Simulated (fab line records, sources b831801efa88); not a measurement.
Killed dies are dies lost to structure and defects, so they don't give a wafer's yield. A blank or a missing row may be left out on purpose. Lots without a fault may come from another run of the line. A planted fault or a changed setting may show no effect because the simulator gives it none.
Which tool did it? | flow gf180mcu | 11 lots, 33 wafers sampled, at 4 steps of a route of 602

WHAT THE GAUGES READ, wafer by wafer
GF_V2_THK_MEAS_01. Usual: V2_CVD_00_THK 602 nm, standard deviation 8.5.
lot  | measured     | on            | V2_CVD_00_THK (nm) | flag
L470 | day 20 11:37 | film_metro-02 | 625 606 612        |
L474 | day 21 22:02 | film_metro-02 | 618 615 614        |
L475 | day 22 10:41 | film_metro-03 | 609 614 609        |
L476 | day 22 22:20 | film_metro-02 | 599 607 597        |
L478 | day 23 13:43 | film_metro-02 | 588 590 590        |
L477 | day 23 14:15 | film_metro-03 | 608 612 602        |
L482 | day 25 04:58 | film_metro-04 | 606 609 607        |
L485 | day 25 20:16 | film_metro-03 | 602 599 602        |
L487 | day 26 07:11 | film_metro-02 | 603 612 597        |
L488 | day 26 20:31 | film_metro-03 | 588 600 597        |
L490 | day 27 02:32 | film_metro-02 | 591 589 608        |

GF_V2_RS_MEAS_24: measures by four-point-probe. Usual: V2_W_RS 0.328 ohm/sq, standard deviation 0.0037.
lot  | measured     | on            | V2_W_RS (ohm/sq)  | flag
L470 | day 21 13:38 | film_metro-02 | 0.326 0.329 0.333 |
L474 | day 22 22:50 | film_metro-04 | 0.419 0.423 0.416 | OFF
L475 | day 23 11:18 | film_metro-03 | 0.328 0.330 0.323 |
L476 | day 23 22:31 | film_metro-02 | 0.418 0.412 0.415 | OFF
L478 | day 24 13:14 | film_metro-04 | 0.329 0.327 0.330 |
L477 | day 24 14:26 | film_metro-03 | 0.326 0.329 0.334 |
L482 | day 26 04:07 | film_metro-03 | 0.327 0.326 0.328 |
L485 | day 26 18:40 | film_metro-02 | 0.329 0.321 0.327 |
L487 | day 27 05:47 | film_metro-02 | 0.329 0.330 0.334 |
L488 | day 27 17:56 | film_metro-02 | 0.328 0.330 0.326 |
L490 | day 28 00:38 | film_metro-04 | 0.324 0.323 0.334 |

GF_V2_THK_MEAS_25: measures by xrf. Usual: V2_W_THK 344 nm, standard deviation 5.7.
lot  | measured     | on            | V2_W_THK (nm) | flag
L470 | day 21 13:46 | film_metro-02 | 342 338 335   |
L474 | day 22 22:56 | film_metro-04 | 271 267 273   | OFF
L475 | day 23 11:25 | film_metro-03 | 349 345 355   |
L476 | day 23 22:37 | film_metro-02 | 267 270 269   | OFF
L478 | day 24 13:20 | film_metro-04 | 343 344 340   |
L477 | day 24 14:32 | film_metro-03 | 345 342 334   |
L482 | day 26 04:14 | film_metro-03 | 345 344 344   |
L485 | day 26 18:47 | film_metro-02 | 341 347 343   |
L487 | day 27 05:55 | film_metro-02 | 339 339 337   |
L488 | day 27 18:04 | film_metro-02 | 340 340 343   |
L490 | day 28 00:46 | film_metro-04 | 352 354 341   |

WHICH TOOL RAN EACH LOT (tool, then ch and the chambers of the sampled wafers, then the start)
lot  | GF_V2_CVD_23
L470 | cvd_w-01 ch 0,1, day 21 13:29
L474 | cvd_w-01 ch 0,1, day 22 22:43
L475 | cvd_w-02 ch 0,1, day 23 11:11
L476 | cvd_w-01 ch 0,1, day 23 22:24
L478 | cvd_w-02 ch 0,1, day 24 13:06
L477 | cvd_w-02 ch 0,1, day 24 14:17
L482 | cvd_w-02 ch 0,1, day 26 03:59
L485 | cvd_w-01 ch 0,1, day 26 18:33
L487 | cvd_w-02 ch 0,1, day 27 05:40
L488 | cvd_w-01 ch 0,1, day 27 17:50
L490 | cvd_w-01 ch 0,1, day 28 00:32
- GF_V2_CVD_23: deposits W, target thk 350 nm, time 104.94 s.

WHAT THE TOOLS THEMSELVES READ (means of the sampled wafers that have a number; where no wafer has one, the mark that the record gives instead)
GF_V2_CVD_23. Usual: heater_power_outer_w 503 W, standard deviation 64; heater_power_w 827 W, standard deviation 110; susceptor_temp_C 399.99 C, standard deviation 0.21.
lot  | tool     | heater_power_outer_w (W) | heater_power_w (W) | susceptor_temp_C (C) | flag
L470 | cvd_w-01 | 534                      | 880                | 399.90               |
L474 | cvd_w-01 | 507                      | 857                | 386.99               | OFF
L475 | cvd_w-02 | 457                      | 730                | 400.01               |
L476 | cvd_w-01 | 511                      | 867                | 386.69               | OFF
L478 | cvd_w-02 | 493                      | 795                | 400.12               |
L477 | cvd_w-02 | 490                      | 793                | 400.00               |
L482 | cvd_w-02 | 488                      | 794                | 400.18               |
L485 | cvd_w-01 | 537                      | 896                | 399.68               |
L487 | cvd_w-02 | 496                      | 785                | 399.96               |
L488 | cvd_w-01 | 577                      | 932                | 400.06               |
L490 | cvd_w-01 | 556                      | 938                | 399.86               |

THE ANSWER, worked out from the rows above alone
Rule: a lot is off if the mean of its wafers that have a number lies more than 3 standard deviations from the usual mean. A lot without any number at a reading at which 4 lots or more have one is off too. The other lots that the step has rows for count as sound. The gauges are gone through in route order, then the tools' own readings, and for those a lot's mean is taken as printed above. The first step at which some lot is off is used, and at that step the reading that is off furthest; a lot without a number counts as furthest.
Off: L474, L476, at GF_V2_RS_MEAS_24 (V2_W_RS).
A tool fits if, at a process step before that reading, it ran every lot that is off, and no sound lot after the first of them. The gauges at GF_V2_RS_MEAS_24 aren't tried: what is off there is off at GF_V2_CVD_23 too, on other tools, and a gauge's error can't cause that. None of those tried fits.

WHAT THE SIMULATOR HAD PUT IN
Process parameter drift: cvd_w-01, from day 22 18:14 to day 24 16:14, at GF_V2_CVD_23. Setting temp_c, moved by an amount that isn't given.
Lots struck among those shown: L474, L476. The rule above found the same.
